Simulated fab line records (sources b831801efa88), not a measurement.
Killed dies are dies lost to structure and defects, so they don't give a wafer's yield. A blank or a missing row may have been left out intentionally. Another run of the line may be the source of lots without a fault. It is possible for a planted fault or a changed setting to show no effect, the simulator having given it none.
Comparing a struck lot with a sound one + flow sky130 + 16 out of 708 route steps
Sound: wafers L218.1, L218.2, L218.5. Struck: wafers L228.1, L228.4 (left out: L228.6, a lot-mate that was not struck); the cause follows at the end.
Each step with rows lists, per side, the tool, then ch with its chambers, then its first start. Under that, the readings that differ: sound wafers + struck wafers + difference of the means + sigmas: that difference in standard deviations of wafers without a fault.
alike: readings with means less than 2 such deviations apart, plus words and numbers identical on both sides. not compared: withheld readings, readings lacking a value on some wafer, bounds such as >300 that could conceal the same value, and numbers that have no deviation in the record and whose values overlap.
The two part at a step that has a row with sigmas, a row that says differs or no value, or rows on one side only. Numbers that have no deviation but don't overlap get no sigmas and don't part them. Lack of a reading on every wafer of one side parts them only where that side has two or more wafers.

first, 3 steps without rows for these wafers: SKY_METAL2_EXPOSE_12 (exposes mask MM2, target cd 140 nm); SKY_METAL2_PEB_13; SKY_METAL2_DEVELOP_14 (develop time 60 s).
SKY_METAL2_CD_MEAS_15: target cd 140 nm.
  sound: cd-sem-01 at day 36 18:32; struck: cd-sem-02 at day 40 05:25
  alike: cd-nm
SKY_METAL2_OVL_MEAS_16:
  sound: overlay-01 at day 36 18:40; struck: overlay-02 at day 40 05:32
| reading         | sound   | struck | difference | sigmas |
|-----------------|---------|--------|------------|--------|
| METAL2_OVL (nm) | 15 13 5 | -10 -2 | -17        | -3     |
SKY_METAL2_DESCUM_17: chemistry O2, time 8 s.
  sound on rie-metal-03 ch 0,1, day 36 18:42; struck on rie-metal-02 ch 0,1, day 40 05:34
  alike: drypump-motor-current-A, oes-product-au
  not compared: rf-hours-counter-h
SKY_METAL2_ETCH_18: etches BARC in N2/H2, stops on SiO2, time 45.9 s, target depth 60 nm.
  sound on rie-metal-03 ch 0,1, day 36 18:44; struck on rie-metal-02 ch 0,1, day 40 05:37
  alike: drypump-motor-current-A, oes-product-au, throttle-valve-pct
  not compared: rf-hours-counter-h
SKY_METAL2_METAL_ETCH_19: etches the open film in Cl2/BCl3, stops on SiO2, target depth 360 nm, time 78 s.
  sound on rie-metal-03 ch 0,1, day 36 18:47; struck on rie-metal-02 ch 0,1, day 40 05:41
  alike: drypump-motor-current-A, oes-product-au, throttle-valve-pct
  not compared: rf-hours-counter-h
SKY_METAL2_STRIP_20: strips in O2/N2.
  sound on plasma-asher-02 ch 0,1, day 36 18:53; struck on plasma-asher-03 ch 0,1, day 40 05:49
  alike: drypump-motor-current-A, oes-product-au, strip-time-to-endpoint-s
  not compared: rf-hours-counter-h
then, 3 steps without rows for these wafers: SKY_METAL2_STRIP_21 (strips in post etch residue remover, time 1200 s); SKY_METAL2_CLEAN_22 (cleans in IPA, time 180 s); SKY_METAL2_CLEAN_23 (cleans in O3/DIW).
SKY_VIA2_HDPCVD_00: deposits SiO2, target thk 1180 nm, time 196.7 s.
  sound on hdpcvd-01 ch 1,2, day 36 19:28; struck on hdpcvd-02 ch 2, day 40 06:25
| reading                                  | sound             | struck      | difference | sigmas |
|------------------------------------------|-------------------|-------------|------------|--------|
| run-length-s (s)                         | 224.3 225.7 225.2 | 215.7 216.1 | -9.2       | -20    |
| model.SiO2_of_VIA2_HDPCVD_00.thk-nm (nm) | 1179 1169 1169    | 1141 1138   | -33        |        |
  alike: sih4-flow-sccm
SKY_VIA2_THK_MEAS_01:
  sound: film-metro-03 at day 36 19:36; struck: film-metro-03 at day 40 06:46
| reading              | sound          | struck    | difference | sigmas |
|----------------------|----------------|-----------|------------|--------|
| VIA2_HDPCVD_THK (nm) | 1178 1170 1169 | 1141 1138 | -33        | -4     |
  not compared: hold
SKY_VIA2_CMP_02: polishes SiO2.
  sound on cmp-02 ch 0,1, day 36 19:40; struck on cmp-02 ch 1,3, day 40 09:33
| reading | sound | struck                                            | difference                   | sigmas |
|---------|-------|---------------------------------------------------|------------------------------|--------|
| hold    | - - - | await-dispo/2.7h/release await-dispo/2.7h/release | no value on the sound wafers |        |
  alike: motor-current-A, slurry-filter-dp-kPa
after that, 1 step had no rows for these wafers: SKY_PAD_OPEN_PROBE_99.

WHERE THEY PART
First at SKY_METAL2_OVL_MEAS_16; last, within this record, at SKY_VIA2_CMP_02.

WHY: whatever the simulator had introduced
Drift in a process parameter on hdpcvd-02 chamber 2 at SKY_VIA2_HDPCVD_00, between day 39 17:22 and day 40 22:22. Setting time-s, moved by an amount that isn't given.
